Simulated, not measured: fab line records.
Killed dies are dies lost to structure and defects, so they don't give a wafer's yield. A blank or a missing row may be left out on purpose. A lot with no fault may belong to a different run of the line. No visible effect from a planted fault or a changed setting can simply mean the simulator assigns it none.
fab line records    flow sky130    part 1 of 2: steps 1 to 23 of 33
record: lots: 5  wafers: 15  last-day: 50
route steps=708 shown LDD_LDN@302 SPACER@304 POLY_CUT@307 SD_P@320 RES_XHIGH@332
lots that met no fault: taken from a fault-free run of the same line
start-h: hours from the record's first day to the start of the lot's first wafer shown    wait-h: time in hours since the lot's previous step    " same as the row above    L1.1+2: a row that stands for several wafers    - no value, or no start given    * or withheld: withheld    < > ~ a bound
route shown NAME@n: a module of which the file shows steps, and the number in the route of the first    usual: the fault-free wafers' mean and standard deviation    same: alike in all rows    chamber/n: place in a boat    sites: each site's reading    _std_site: the values' standard deviation    _edge_site: the outer-site mean with the inner-site mean subtracted    radius-mm: how far each site lies from the wafer's centre    mask NAME#n: copy n    behind: the most recent tool/chamber to have shaped the wafer    hold: reason for holding the lot/hours on hold/outcome of the hold    device: which transistor (n, p or np) failed to switch    end of line: tests run on the same wafers once the route is complete    a step with no rows: only its recipe    killed: count of dies lost to structure and defects at first sort (not the wafer's yield)    map: a wafer's dies, x killed, . not, _ none there
set.NAME: the run value of the setting; set.NAME@STEP: its run value at that earlier step    model.NAME: the simulator's own value behind a step, which no gauge read
a table for each step, a row for each wafer; lots at some steps of the route
services: the hour from which a tool's chamber was out of use, counted from the record's first day as start-h (under 0 if before that day), plus the number of hours and why
== steps ==
step: SKY_LDD_LDN_TW_MEAS_13
usual: LDD_LDN_TW: 1470/12
lot.wafer  tool           chamber  start-h  wait-h  LDD_LDN_TW
L074.1     film-metro-04  -        543.03   0.1     1481
L074.3     "              -        "        "       1472
L074.5     "              -        "        "       1475
L087.3     film-metro-03  -        631.03   0.1     1464
L087.5     "              -        "        "       1457
L087.6     "              -        "        "       1460
L090.2     film-metro-04  -        654.54   0.1     1470
L090.3     "              -        "        "       1467
L090.6     "              -        "        "       1464
L093.1     film-metro-04  -        688.03   0.1     1474
L093.2     "              -        "        "       1465
L093.5     "              -        "        "       1467
L095.2     film-metro-02  -        706.32   0.1     1471
L095.3     "              -        "        "       1476
L095.4     "              -        "        "       1474
step: SKY_LDD_LDN_CLEAN_14
recipe: chemistry: SC1/SC2  mix: 1:4:20  temp-c: 70  time-s: 150  dry: n2-spin
lot.wafer   tool          chamber  start-h  wait-h
L074.1+3+5  wet-bench-04  1        543.09   0.1
L087.3+5+6  wet-bench-04  1        631.07   0.0
L090.2+3+6  wet-bench-02  1        654.59   0.0
L093.1+2+5  wet-bench-02  3        688.09   0.1
L095.2+3+4  wet-bench-04  2        706.37   0.0
step: SKY_SPACER_CVD_00
recipe: material: Si3N4  precursor: DCS/NH3  target-thk-nm: 43.1  temp-c: 770  time-s: 740  pressure-mtorr: 250
lot.wafer   tool      chamber  start-h  wait-h
L074.1+3+5  lpcvd-02  0        543.37   0.2
L087.3+5+6  lpcvd-02  1        631.12   0.0
L090.2+3+6  lpcvd-02  0        654.64   0.0
L093.1+2+5  lpcvd-02  0        688.14   0.0
L095.2+3+4  lpcvd-02  1        706.42   0.0
step: SKY_SPACER_THK_MEAS_01
recipe: reads: Si3N4_of_SPACER_CVD_00
usual: SPACER_CVD_00_THK: 43.3/0.39
lot.wafer  tool           chamber  start-h  wait-h  SPACER_CVD_00_THK[nm]
L074.1     film-metro-04  -        544.57   0.0     43.9
L074.3     "              -        "        "       43.6
L074.5     "              -        "        "       43.7
L087.3     film-metro-02  -        632.35   0.0     43.7
L087.5     "              -        "        "       43.3
L087.6     "              -        "        "       43.3
L090.2     film-metro-02  -        655.86   0.0     43.5
L090.3     "              -        "        "       44.0
L090.6     "              -        "        "       43.4
L093.1     film-metro-04  -        689.95   0.0     43.5
L093.2     "              -        "        "       43.5
L093.5     "              -        "        "       43.3
L095.2     film-metro-04  -        707.64   0.0     43.9
L095.3     "              -        "        "       43.6
L095.4     "              -        "        "       43.5
step: SKY_SPACER_ETCHBACK_02
recipe: chemistry: CH3F/O2  target: Si3N4  stop-on: SiO2  source-w: 400  bias-w: 80  pressure-mtorr: 25  ch3f-flow-sccm: 40  O2_flow_sccm: 30  time-s: 46.7  target-depth-a: 450
usual: drypump-motor-current-A: 5.9/0.38  oes-product-au: 0.856/0.0062  throttle-valve-pct: 10.562/0.01
lot.wafer  tool         chamber  start-h  wait-h  drypump-motor-current-A  oes-product-au  rf-hours-counter-h  throttle-valve-pct
L074.1     rie-diel-03  3        544.63   0.1     6.2                      0.858           1                   10.566
L074.3     "            2        "        "       5.3                      0.865           59                  10.550
L074.5     "            1        "        "       4.9                      0.870           -                   10.565
L087.3     rie-diel-04  1        632.39   0.0     5.4                      0.866           6                   10.557
L087.5     "            1        "        "       5.4                      0.852           -                   10.575
L087.6     "            2        "        "       6.1                      0.856           -                   10.552
L090.2     rie-diel-04  2        655.91   0.0     6.2                      0.855           59                  10.570
L090.3     "            0        "        "       6.0                      0.864           1                   10.571
L090.6     "            1        "        "       5.4                      0.860           -                   10.565
L093.1     rie-diel-04  0        690.01   0.1     5.9                      0.862           2                   10.563
L093.2     "            1        "        "       5.4                      0.865           7                   10.572
L093.5     "            3        "        "       5.4                      0.863           -                   10.552
L095.2     rie-diel-02  2        707.69   0.0     6.2                      0.863           12                  10.570
L095.3     "            0        "        "       5.7                      0.857           5                   10.585
L095.4     "            1        "        "       6.1                      0.858           38                  10.546
step: SKY_POLY_CUT_DEHYDRATE_00
recipe: temp-c: 200  time-s: 60
usual: exhaust-pa: 44.8/0.96  heater-power-total-W: 160.37/0.12
lot.wafer  tool            chamber  start-h  wait-h  exhaust-pa  heater-power-total-W
L074.1     litho-track-03  0        558.87   14.2    46.2        160.20
L074.3     "               0        "        "       46.6        160.41
L074.5     "               0        "        "       45.9        160.45
L087.3     litho-track-04  0        646.53   14.1    44.2        160.44
L087.5     "               0        "        "       44.3        160.53
L087.6     "               0        "        "       44.0        160.51
L090.2     litho-track-03  0        669.20   13.3    44.7        160.18
L090.3     "               0        "        "       43.4        160.44
L090.6     "               0        "        "       44.2        160.45
L093.1     litho-track-04  0        702.98   12.9    44.5        160.31
L093.2     "               0        "        "       45.7        160.50
L093.5     "               0        "        "       44.4        160.50
L095.2     litho-track-04  0        720.70   13.0    43.5        160.51
L095.3     "               0        "        "       44.9        160.18
L095.4     "               0        "        "       44.5        160.48
step: SKY_POLY_CUT_HMDS_01
recipe: prime-time-s: 60  prime-temp-c: 120
usual: exhaust-pa: 45.1/0.9  prime-temp-c: 119.97/0.14
lot.wafer  tool            chamber  start-h  wait-h  exhaust-pa  prime-temp-c
L074.1     litho-track-03  0        559.02   0.1     44.1        120.14
L074.3     "               0        "        "       45.5        120.12
L074.5     "               0        "        "       44.6        120.11
L087.3     litho-track-04  0        646.68   0.1     44.6        119.91
L087.5     "               0        "        "       43.0        119.78
L087.6     "               0        "        "       44.2        119.87
L090.2     litho-track-03  0        669.35   0.1     43.1        119.89
L090.3     "               0        "        "       44.7        119.88
L090.6     "               0        "        "       44.6        119.94
L093.1     litho-track-04  0        703.13   0.1     44.1        119.87
L093.2     "               0        "        "       45.0        119.86
L093.5     "               0        "        "       45.2        119.98
L095.2     litho-track-04  0        720.85   0.1     46.3        119.56
L095.3     "               0        "        "       45.2        120.04
L095.4     "               0        "        "       44.9        119.93
step: SKY_POLY_CUT_COAT_02
recipe: resist: BARC  temp-c: withheld  time-s: withheld  spin-rpm: 3000  resist-thk-nm: 60
usual: exhaust-pa: 45.0/0.9
lot.wafer  tool            chamber  start-h  wait-h  exhaust-pa
L074.1     litho-track-03  0        559.17   0.1     45.1
L074.3     "               0        "        "       43.9
L074.5     "               0        "        "       44.6
L087.3     litho-track-04  0        646.83   0.1     44.6
L087.5     "               0        "        "       44.3
L087.6     "               0        "        "       45.5
L090.2     litho-track-03  0        669.50   0.1     45.6
L090.3     "               0        "        "       43.3
L090.6     "               0        "        "       44.9
L093.1     litho-track-04  0        703.28   0.1     45.2
L093.2     "               0        "        "       46.5
L093.5     "               0        "        "       46.2
L095.2     litho-track-04  0        721.00   0.1     45.6
L095.3     "               0        "        "       47.0
L095.4     "               0        "        "       45.8
step: SKY_POLY_CUT_COAT_03
recipe: resist: KrF-thick  spin-rpm: 3000  resist-thk-nm: 450
usual: exhaust-pa: 45.2/0.84
lot.wafer  tool            chamber  start-h  wait-h  exhaust-pa
L074.1     litho-track-03  0        -        -       45.6
L074.3     "               0        "        "       44.0
L074.5     "               0        "        "       45.0
L087.3     litho-track-04  0        -        -       44.6
L087.5     "               0        "        "       45.4
L087.6     "               0        "        "       45.3
L090.2     litho-track-03  0        -        -       45.7
L090.3     "               0        "        "       45.2
L090.6     "               0        "        "       44.2
L093.1     litho-track-04  0        -        -       45.2
L093.2     "               0        "        "       46.8
L093.5     "               0        "        "       45.9
L095.2     litho-track-04  0        -        -       45.0
L095.3     "               0        "        "       43.8
L095.4     "               0        "        "       46.1
step: SKY_POLY_CUT_SOFTBAKE_04
recipe: temp-c: 100  time-s: 90  resist: KrF-thick
usual: exhaust-pa: 45.0/1.1  heater-power-total-W: 57.37/0.12
lot.wafer  tool            chamber  start-h  wait-h  exhaust-pa  heater-power-total-W
L074.1     litho-track-03  0        -        -       44.9        57.52
L074.3     "               0        "        "       44.1        57.19
L074.5     "               0        "        "       44.0        57.40
L087.3     litho-track-04  0        -        -       43.3        57.51
L087.5     "               0        "        "       44.6        57.42
L087.6     "               0        "        "       42.9        57.45
L090.2     litho-track-03  0        -        -       44.9        57.44
L090.3     "               0        "        "       44.8        57.21
L090.6     "               0        "        "       45.9        57.32
L093.1     litho-track-04  0        -        -       46.5        57.31
L093.2     "               0        "        "       46.1        57.25
L093.5     "               0        "        "       46.0        57.47
L095.2     litho-track-04  0        -        -       45.5        57.41
L095.3     "               0        "        "       45.2        57.17
L095.4     "               0        "        "       45.1        57.51
step: SKY_POLY_CUT_EXPOSE_05
recipe: mask-id: NPCM  na: 0.8  source-shape: annular  sigma-inner: 0.55  sigma-outer: 0.85  target-cd-nm: 270  dose-mj: 32
usual: stage-vel-mm-s: 500.02/0.29
lot.wafer  tool            chamber  start-h  wait-h  mask    stage-vel-mm-s
L074.1     krf-scanner-01  0        -        -       NPCM#0  500.09
L074.3     "               0        "        "       NPCM#0  499.93
L074.5     "               0        "        "       NPCM#0  499.80
L087.3     krf-scanner-01  0        -        -       NPCM#0  500.32
L087.5     "               0        "        "       NPCM#0  499.52
L087.6     "               0        "        "       NPCM#0  499.73
L090.2     krf-scanner-02  0        -        -       NPCM#0  499.92
L090.3     "               0        "        "       NPCM#0  499.99
L090.6     "               0        "        "       NPCM#0  500.10
L093.1     krf-scanner-02  0        -        -       NPCM#0  499.51
L093.2     "               0        "        "       NPCM#0  499.84
L093.5     "               0        "        "       NPCM#0  499.67
L095.2     krf-scanner-01  0        -        -       NPCM#0  499.90
L095.3     "               0        "        "       NPCM#0  500.13
L095.4     "               0        "        "       NPCM#0  500.02
step: SKY_POLY_CUT_PEB_06
recipe: peb-temp-c: withheld  peb-time-s: withheld  resist: KrF-thick
usual: exhaust-pa: 45.1/0.8
lot.wafer  tool            chamber  start-h  wait-h  exhaust-pa
L074.1     litho-track-04  0        -        -       44.7
L074.3     "               0        "        "       45.6
L074.5     "               0        "        "       44.8
L087.3     litho-track-02  0        -        -       44.6
L087.5     "               0        "        "       44.1
L087.6     "               0        "        "       45.6
L090.2     litho-track-02  0        -        -       47.1
L090.3     "               0        "        "       45.2
L090.6     "               0        "        "       45.2
L093.1     litho-track-03  0        -        -       44.9
L093.2     "               0        "        "       44.0
L093.5     "               0        "        "       44.1
L095.2     litho-track-03  0        -        -       45.2
L095.3     "               0        "        "       43.9
L095.4     "               0        "        "       45.0
step: SKY_POLY_CUT_DEVELOP_07
recipe: develop-time-s: 60  resist: KrF-thick  dev-temp-c: 21
usual: exhaust-pa: 45.2/0.95
lot.wafer  tool            chamber  start-h  wait-h  exhaust-pa
L074.1     litho-track-04  0        -        -       45.5
L074.3     "               0        "        "       45.5
L074.5     "               0        "        "       47.0
L087.3     litho-track-02  0        -        -       45.4
L087.5     "               0        "        "       44.4
L087.6     "               0        "        "       44.8
L090.2     litho-track-02  0        -        -       44.5
L090.3     "               0        "        "       44.5
L090.6     "               0        "        "       44.8
L093.1     litho-track-03  0        -        -       46.2
L093.2     "               0        "        "       45.4
L093.5     "               0        "        "       46.1
L095.2     litho-track-03  0        -        -       46.5
L095.3     "               0        "        "       45.7
L095.4     "               0        "        "       43.9
step: SKY_POLY_CUT_CD_MEAS_08
recipe: target-cd-nm: 270
usual: cd-nm: 270.3/1.4
lot.wafer  tool       chamber  start-h  wait-h  cd-nm
L074.1     cd-sem-02  -        574.13   -       273.3
L074.3     "          -        "        "       272.5
L074.5     "          -        "        "       273.6
L087.3     cd-sem-01  -        661.04   -       270.3
L087.5     "          -        "        "       270.6
L087.6     "          -        "        "       270.0
L090.2     cd-sem-02  -        683.82   -       270.1
L090.3     "          -        "        "       268.3
L090.6     "          -        "        "       269.6
L093.1     cd-sem-02  -        718.02   -       270.0
L093.2     "          -        "        "       270.9
L093.5     "          -        "        "       269.0
L095.2     cd-sem-01  -        735.39   -       272.5
L095.3     "          -        "        "       272.5
L095.4     "          -        "        "       271.2
step: SKY_POLY_CUT_OVL_MEAS_09
usual: POLY_CUT_OVL: 0/5.4
lot.wafer  tool        chamber  start-h  wait-h  POLY_CUT_OVL[nm]
L074.1     overlay-01  -        574.25   0.1     -4
L074.3     "           -        "        "       2
L074.5     "           -        "        "       4
L087.3     overlay-01  -        661.13   0.1     -2
L087.5     "           -        "        "       4
L087.6     "           -        "        "       -4
L090.2     overlay-02  -        683.92   0.1     0
L090.3     "           -        "        "       2
L090.6     "           -        "        "       2
L093.1     overlay-01  -        718.14   0.1     7
L093.2     "           -        "        "       -3
L093.5     "           -        "        "       1
L095.2     overlay-02  -        735.50   0.1     4
L095.3     "           -        "        "       3
L095.4     "           -        "        "       5
step: SKY_POLY_CUT_ETCH_10
recipe: chemistry: N2/H2  target: BARC  ion-energy-ev: 200  source-w: 500  bias-w: 100  pressure-mtorr: 30  n2-flow-sccm: 100  h2-flow-sccm: 200  stop-on: SiO2  time-s: 45.9  target-depth-a: 600
usual: drypump-motor-current-A: 5.6/0.5  oes-product-au: 0.855/0.0044  throttle-valve-pct: 13.225/0.0087
lot.wafer  tool         chamber  start-h  wait-h  drypump-motor-current-A  oes-product-au  rf-hours-counter-h  throttle-valve-pct
L074.1     rie-diel-01  3        574.28   0.0     5.3                      0.861           23                  13.234
L074.3     "            2        "        "       6.5                      0.856           10                  13.207
L074.5     "            2        "        "       6.5                      0.855           -                   13.240
L087.3     rie-diel-03  2        661.15   0.0     5.3                      0.857           62                  13.228
L087.5     "            2        "        "       5.3                      0.852           -                   13.212
L087.6     "            3        "        "       6.2                      0.858           -                   13.210
L090.2     rie-diel-04  0        683.95   0.0     5.9                      0.848           2                   13.230
L090.3     "            3        "        "       5.4                      0.856           22                  13.219
L090.6     "            3        "        "       5.4                      0.851           -                   13.226
L093.1     rie-diel-04  3        718.18   0.0     5.4                      0.852           22                  13.207
L093.2     "            2        "        "       6.1                      0.856           1                   13.235
L093.5     "            3        "        "       5.4                      0.856           -                   13.208
L095.2     rie-diel-01  3        735.53   0.0     5.3                      0.848           27                  13.235
L095.3     "            2        "        "       6.5                      0.856           14                  13.216
L095.4     "            1        "        "       5.0                      0.854           15                  13.218
step: SKY_POLY_CUT_ETCH_11
recipe: target: Si3N4  chemistry: CF4/CH2F2/Ar  stop-on: poly-Si  source-w: 600  bias-w: 150  pressure-mtorr: 40  cf4-flow-sccm: 40  ch2f2-flow-sccm: 20  Ar_flow_sccm: 150  time-s: 42.5  target-depth-a: 600
usual: drypump-motor-current-A: 5.6/0.5  oes-product-au: 0.830/0.0066  throttle-valve-pct: 14.994/0.008
lot.wafer  tool         chamber  start-h  wait-h  drypump-motor-current-A  oes-product-au  rf-hours-counter-h  throttle-valve-pct
L074.1     rie-diel-01  3        574.33   0.0     5.3                      0.830           23                  14.984
L074.3     "            2        "        "       6.5                      0.842           10                  14.985
L074.5     "            2        "        "       6.5                      0.833           -                   15.002
L087.3     rie-diel-03  2        661.20   0.0     5.3                      0.824           62                  14.998
L087.5     "            2        "        "       5.3                      0.836           -                   14.988
L087.6     "            3        "        "       6.2                      0.830           -                   14.992
L090.2     rie-diel-04  0        684.00   0.0     6.0                      0.826           2                   14.986
L090.3     "            3        "        "       5.4                      0.829           22                  14.992
L090.6     "            3        "        "       5.4                      0.822           -                   15.001
L093.1     rie-diel-04  3        718.22   0.0     5.4                      0.837           22                  15.006
L093.2     "            2        "        "       6.1                      0.831           1                   15.002
L093.5     "            3        "        "       5.4                      0.837           -                   15.007
L095.2     rie-diel-01  3        735.57   0.0     5.3                      0.837           27                  15.004
L095.3     "            2        "        "       6.5                      0.829           14                  14.986
L095.4     "            1        "        "       5.0                      0.823           15                  15.004
step: SKY_POLY_CUT_STRIP_12
recipe: chemistry: O2/N2  power-w: 1400  pressure-mtorr: 1500  platen-temp-c: withheld  o2-flow-sccm: 3000  n2-flow-sccm: 300  overash-fraction: 0.5
usual: drypump-motor-current-A: 5.7/0.57  oes-product-au: 0.452/0.0046  strip-time-to-endpoint-s: 5.355/0.018
lot.wafer  tool             chamber  start-h  wait-h  drypump-motor-current-A  oes-product-au  rf-hours-counter-h  strip-time-to-endpoint-s
L074.1     plasma-asher-04  1        574.37   0.0     6.5                      0.456           44                  5.343
L074.3     "                0        "        "       6.0                      0.447           -                   5.359
L074.5     "                0        "        "       6.1                      0.452           -                   5.336
L087.3     plasma-asher-04  0        661.33   0.1     6.0                      0.450           -                   5.359
L087.5     "                0        "        "       6.0                      0.452           -                   5.363
L087.6     "                1        "        "       6.5                      0.457           -                   5.340
L090.2     plasma-asher-04  1        684.04   0.0     6.5                      0.448           56                  5.351
L090.3     "                1        "        "       6.5                      0.452           -                   5.367
L090.6     "                1        "        "       6.5                      0.450           -                   5.368
L093.1     plasma-asher-03  0        718.26   0.0     4.7                      0.452           28                  5.353
L093.2     "                1        "        "       5.9                      0.451           28                  5.360
L093.5     "                0        "        "       4.7                      0.453           -                   5.373
L095.2     plasma-asher-04  0        735.61   0.0     6.0                      0.447           59                  5.352
L095.3     "                1        "        "       6.5                      0.455           -                   5.373
L095.4     "                0        "        "       6.0                      0.456           -                   5.347
step: SKY_SD_P_DEHYDRATE_00
recipe: temp-c: 200  time-s: 60
usual: exhaust-pa: 44.9/0.79  heater-power-total-W: 160.34/0.13
lot.wafer  tool            chamber  start-h  wait-h  exhaust-pa  heater-power-total-W
L074.1     litho-track-01  0        588.90   14.5    45.2        160.25
L074.3     "               0        "        "       44.9        160.35
L074.5     "               0        "        "       45.5        160.46
L087.3     litho-track-02  0        675.00   13.6    44.9        160.36
L087.5     "               0        "        "       44.7        160.43
L087.6     "               0        "        "       45.8        160.44
L090.2     litho-track-01  0        697.27   13.2    44.3        160.27
L090.3     "               0        "        "       45.2        160.25
L090.6     "               0        "        "       45.7        160.18
L093.1     litho-track-01  0        731.65   13.4    44.0        160.20
L093.2     "               0        "        "       45.0        160.30
L093.5     "               0        "        "       44.8        160.28
L095.2     litho-track-02  0        748.87   13.2    45.6        160.28
L095.3     "               0        "        "       45.8        160.46
L095.4     "               0        "        "       46.9        160.24
step: SKY_SD_P_HMDS_01
recipe: prime-time-s: 60  prime-temp-c: 120
usual: exhaust-pa: 44.9/0.81  prime-temp-c: 120.05/0.15
lot.wafer  tool            chamber  start-h  wait-h  exhaust-pa  prime-temp-c
L074.1     litho-track-01  0        589.05   0.1     44.0        120.08
L074.3     "               0        "        "       44.4        119.94
L074.5     "               0        "        "       44.5        120.08
L087.3     litho-track-02  0        675.15   0.1     45.4        119.93
L087.5     "               0        "        "       44.7        119.89
L087.6     "               0        "        "       46.1        119.90
L090.2     litho-track-01  0        697.42   0.1     43.9        119.56
L090.3     "               0        "        "       44.3        119.77
L090.6     "               0        "        "       45.1        119.90
L093.1     litho-track-01  0        731.80   0.1     45.1        120.01
L093.2     "               0        "        "       44.2        120.35
L093.5     "               0        "        "       46.2        120.17
L095.2     litho-track-02  0        749.02   0.1     45.9        119.75
L095.3     "               0        "        "       46.9        119.80
L095.4     "               0        "        "       44.4        120.04
step: SKY_SD_P_COAT_02
recipe: resist: NOVOLAK  spin-rpm: 3000  resist-thk-nm: 1140
usual: exhaust-pa: 45.0/0.97
lot.wafer  tool            chamber  start-h  wait-h  exhaust-pa
L074.1     litho-track-01  0        589.20   0.1     45.8
L074.3     "               0        "        "       45.4
L074.5     "               0        "        "       44.7
L087.3     litho-track-02  0        675.30   0.1     43.7
L087.5     "               0        "        "       44.2
L087.6     "               0        "        "       43.7
L090.2     litho-track-01  0        697.57   0.1     43.2
L090.3     "               0        "        "       43.1
L090.6     "               0        "        "       44.7
L093.1     litho-track-01  0        731.95   0.1     44.5
L093.2     "               0        "        "       45.6
L093.5     "               0        "        "       43.6
L095.2     litho-track-02  0        749.17   0.1     44.2
L095.3     "               0        "        "       45.8
L095.4     "               0        "        "       45.6
step: SKY_SD_P_SOFTBAKE_03
recipe: temp-c: 90  time-s: 60  resist: NOVOLAK
usual: exhaust-pa: 45.1/0.74  heater-power-total-W: 56.59/0.044
lot.wafer  tool            chamber  start-h  wait-h  exhaust-pa  heater-power-total-W
L074.1     litho-track-01  0        589.35   0.1     44.4        56.66
L074.3     "               0        "        "       45.2        56.62
L074.5     "               0        "        "       45.6        56.62
L087.3     litho-track-02  0        675.45   0.1     45.1        56.59
L087.5     "               0        "        "       44.4        56.56
L087.6     "               0        "        "       45.0        56.55
L090.2     litho-track-01  0        697.72   0.1     45.5        56.56
L090.3     "               0        "        "       46.0        56.59
L090.6     "               0        "        "       45.7        56.59
L093.1     litho-track-01  0        732.10   0.1     45.1        56.57
L093.2     "               0        "        "       45.1        56.63
L093.5     "               0        "        "       44.8        56.59
L095.2     litho-track-02  0        749.32   0.1     45.2        56.61
L095.3     "               0        "        "       45.8        56.62
L095.4     "               0        "        "       45.8        56.54
step: SKY_SD_P_EXPOSE_04
recipe: mask-id: PSDM  na: 0.6  source-shape: conventional  sigma-outer: 0.6  polarization: unpolarized  target-cd-nm: 380  dose-mj: 138
usual: stage-vel-mm-s: 500.02/0.25
lot.wafer  tool              chamber  start-h  wait-h  mask    stage-vel-mm-s
L074.1     iline-stepper-02  0        -        -       PSDM#0  500.06
L074.3     "                 0        "        "       PSDM#0  499.44
L074.5     "                 0        "        "       PSDM#0  499.56
L087.3     iline-stepper-01  0        -        -       PSDM#0  499.90
L087.5     "                 0        "        "       PSDM#0  500.12
L087.6     "                 0        "        "       PSDM#0  500.00
L090.2     iline-stepper-01  0        -        -       PSDM#0  500.31
L090.3     "                 0        "        "       PSDM#0  500.30
L090.6     "                 0        "        "       PSDM#0  499.96
L093.1     iline-stepper-01  0        -        -       PSDM#0  499.97
L093.2     "                 0        "        "       PSDM#0  499.81
L093.5     "                 0        "        "       PSDM#0  499.96
L095.2     iline-stepper-02  0        -        -       PSDM#0  500.20
L095.3     "                 0        "        "       PSDM#0  500.35
L095.4     "                 0        "        "       PSDM#0  499.77
